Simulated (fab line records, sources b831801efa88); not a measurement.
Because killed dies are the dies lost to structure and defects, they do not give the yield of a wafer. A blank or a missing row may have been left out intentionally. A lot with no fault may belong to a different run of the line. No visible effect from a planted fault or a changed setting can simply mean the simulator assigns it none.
2 desks, one fault + flow gf180mcu + numbers are kept per desk, each desk with only its own; the story behind them comes last

## TOOL OWNER'S DESK, pecvd-04
The tool's own readings at GF_V5_CVD_02 (deposits SiO2 from TEOS, target thk 1450 nm, time 163.28 s): means of the sampled wafers that have a number, for each lot that ran on this tool. Any lot whose mean is over 4 standard deviations away from the usual mean is out of limits and marked OUT; that distance is given in the brackets.
Columns: A = heater power w at GF_V5_CVD_02, usual 629 W
| lot  | first seen here | A   |
|------|-----------------|-----|
| L216 | day 28 00:37    | 604 |
| L218 | day 28 13:22    | 575 |
| L221 | day 29 14:09    | 614 |
| L222 | day 29 21:56    | 671 |
Finding of this desk: none of the 4 lots has anything out of limits.

## METROLOGY DESK
What the gauges read, lot by lot, whatever tool the lot ran on: means of the sampled wafers that have a number. Any lot whose mean is over 4 standard deviations away from the usual mean is out of limits and marked OUT; that distance is given in the brackets.
Columns: A = MIM_ALCU_RS at GF_MIM_RS_MEAS_10, usual 0.1602 ohm/sq; B = V5_CVD_02_THK at GF_V5_THK_MEAS_03, usual 1448 nm; C = V5_OVL at GF_V5_OVL_MEAS_15, usual 3 nm
| lot  | first seen here | A      | B               | C  |
|------|-----------------|--------|-----------------|----|
| L213 | day 25 08:00    | 0.1572 | 1437            | -1 |
| L214 | day 25 14:50    | 0.1615 | 1446            | -1 |
| L215 | day 25 19:47    | 0.1577 | 1436            | 2  |
| L216 | day 26 05:32    | 0.1607 | 1435            | 10 |
| L217 | day 26 10:51    | 0.1596 | 1471            | -1 |
| L218 | day 26 19:00    | 0.1614 | 1437            | 3  |
| L219 | day 27 09:22    | 0.1604 | 1442            | 8  |
| L220 | day 27 14:19    | 0.1599 | 1442            | 1  |
| L221 | day 27 21:26    | 0.1591 | 1440            | 3  |
| L222 | day 28 05:04    | 0.1602 | 1528 (+4.7) OUT | 6  |
| L232 | day 30 22:50    | 0.1607 | 1454            | 2  |
| L233 | day 31 08:55    | 0.1594 | 1459            | 1  |
| L234 | day 31 13:22    | 0.1609 | 1464            | -0 |
This desk finds L222 out of limits, with the earliest case on L222 at day 29 22:04 (V5_CVD_02_THK at GF_V5_THK_MEAS_03). L213, L214, L215, L216, L217, L218, L219, L220, L221, L232, L233, L234 stayed within limits.

## TAKEN TOGETHER
At day 29 22:04 the metrology desk could have sounded an alarm, on L222.
The desk of the tool owner found nothing out of limits.
The tool owner's desk has L222 on record, within its limits.
All the named lots went through GF_V5_CVD_02 on pecvd-04.

## WHAT HAD BEEN PUT IN BY THE SIMULATOR
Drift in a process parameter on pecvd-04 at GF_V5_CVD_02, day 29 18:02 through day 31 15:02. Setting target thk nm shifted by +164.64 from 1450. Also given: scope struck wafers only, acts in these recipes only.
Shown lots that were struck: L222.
Hours from the fault's start to each desk's first reading out of limits: the metrology desk, 4.
